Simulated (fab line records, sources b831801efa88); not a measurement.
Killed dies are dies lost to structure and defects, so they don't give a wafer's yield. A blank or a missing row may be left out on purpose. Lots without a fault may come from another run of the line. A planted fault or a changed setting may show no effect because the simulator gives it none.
Problem report in the 8D (eight disciplines) form, filled by code | flow gf180mcu | the parts of the form that need people (team, actions taken, sign-off) are left out

1. THE PROBLEM
POLY_GATE_CVD_00_THK at GF_POLY_GATE_THK_MEAS_01 reads a mean of 266.8 nm on 3 wafers of 1 lot; wafers without a fault read 200.5 nm with a standard deviation of 1.7. That is +39 standard deviations from the usual mean.
First seen on wafer L600.2, day 13 15:26, on film_metro-03. The record holds 36 wafers of 12 lots with a number at this step. Rule for "out", or "out of limits": more than 4 standard deviations from the usual mean. The other wafers with a number count as sound.

2. WHAT IT IS AND WHAT IT IS NOT
question                    | is                     | is not
which readings at this step | POLY_GATE_CVD_00_THK   | -
which lots                  | L600                   | L582, L583, L584, L585, L586, L590, L591, L592, L594, L595, L605
which wafers of those lots  | all that have a number | -
read on which gauges        | film_metro-03          | film_metro-01, film_metro-02
when                        | from day 13 15:26      | up to then (30 sound wafers); but 3 sound wafers of L605 came after

3. SUSPECTS, AND WHAT RULES EACH OUT
Counting: a tool at a process step up to the reading stays a suspect if it ran every lot that is out and no sound lot after the first of them.
- the gauge at GF_POLY_GATE_THK_MEAS_01: ruled out. All the wafers that are out were read on film_metro-03, but those of them that GF_POLY_GATE_CVD_00 has rows for are out there too, on other tools.
- lpcvd-02 at GF_POLY_GATE_CVD_00 (deposits poly-Si, target thk 200 nm, time 1200 s): kept. It ran the lot that is out, L600 (day 13 14:05), and no sound lot after that; its last sound lot up to then is L595 (day 12 07:07). Its own readings are out on those wafers: spike_tc_bottom_C, spike_tc_centre_C, spike_tc_lower_C, spike_tc_top_C, spike_tc_upper_C, susceptor_temp_C.
Left after counting: lpcvd-02 at GF_POLY_GATE_CVD_00.

4. THE CAUSE (what the simulator had put in)
Process parameter drift: lpcvd-02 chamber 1, from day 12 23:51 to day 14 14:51, at GF_POLY_GATE_CVD_00. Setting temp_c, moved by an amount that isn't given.
Counting left only this tool.

5. THE CHAIN OF EFFECTS, in route order
Each row: a reading whose mean over the struck wafers that have a number lies more than 3 standard deviations from the usual. Only readings for which the record gives a usual standard deviation are gone through. hours: the time from each lot's start at the first step in this table that gives one to its start at this step, as a median over the lots. sigmas: the change in usual standard deviations.
hours | step                     | reading              | usual    | on struck wafers | change | sigmas
0     | GF_POLY_GATE_CVD_00      | spike_tc_bottom_C    | 639.2 C  | 651.1            | +11.9  | +7.4
0     | GF_POLY_GATE_CVD_00      | spike_tc_centre_C    | 620.9 C  | 630.8            | +9.9   | +7.6
0     | GF_POLY_GATE_CVD_00      | spike_tc_lower_C     | 619.8 C  | 632.8            | +13.0  | +9.3
0     | GF_POLY_GATE_CVD_00      | spike_tc_top_C       | 640.7 C  | 652.0            | +11.3  | +5.4
0     | GF_POLY_GATE_CVD_00      | spike_tc_upper_C     | 619.5 C  | 633.2            | +13.7  | +11
0     | GF_POLY_GATE_CVD_00      | susceptor_temp_C     | 620.01 C | 632.80           | +12.79 | +49
1     | GF_POLY_GATE_THK_MEAS_01 | POLY_GATE_CVD_00_THK | 200.5 nm | 266.8            | +66.3  | +39
The process steps in it:
- GF_POLY_GATE_CVD_00: deposits poly-Si, target thk 200 nm, time 1200 s.
Later measuring or inspecting steps at which every struck wafer that the step has a row for has a number for every such reading, and none has moved that far: GF_M1_RS_MEAS_05, GF_M1_OVL_MEAS_15.

6. WHAT WOULD HAVE CAUGHT IT SOONER
In this record the first reading out of limits at a measuring or inspecting step was taken at day 13 15:26, 16 hours after the fault began at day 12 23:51.
The tool's own readings at GF_POLY_GATE_CVD_00 were out on every struck wafer that the step has a row for (spike_tc_bottom_C, spike_tc_centre_C, spike_tc_lower_C, spike_tc_top_C, spike_tc_upper_C, susceptor_temp_C): an alarm limit on them would have fired on the first of those.
All the lots that are out (1) had begun GF_POLY_GATE_CVD_00 on lpcvd-02 by day 13 15:26. A hold on the tool at that time would have spared none of them.
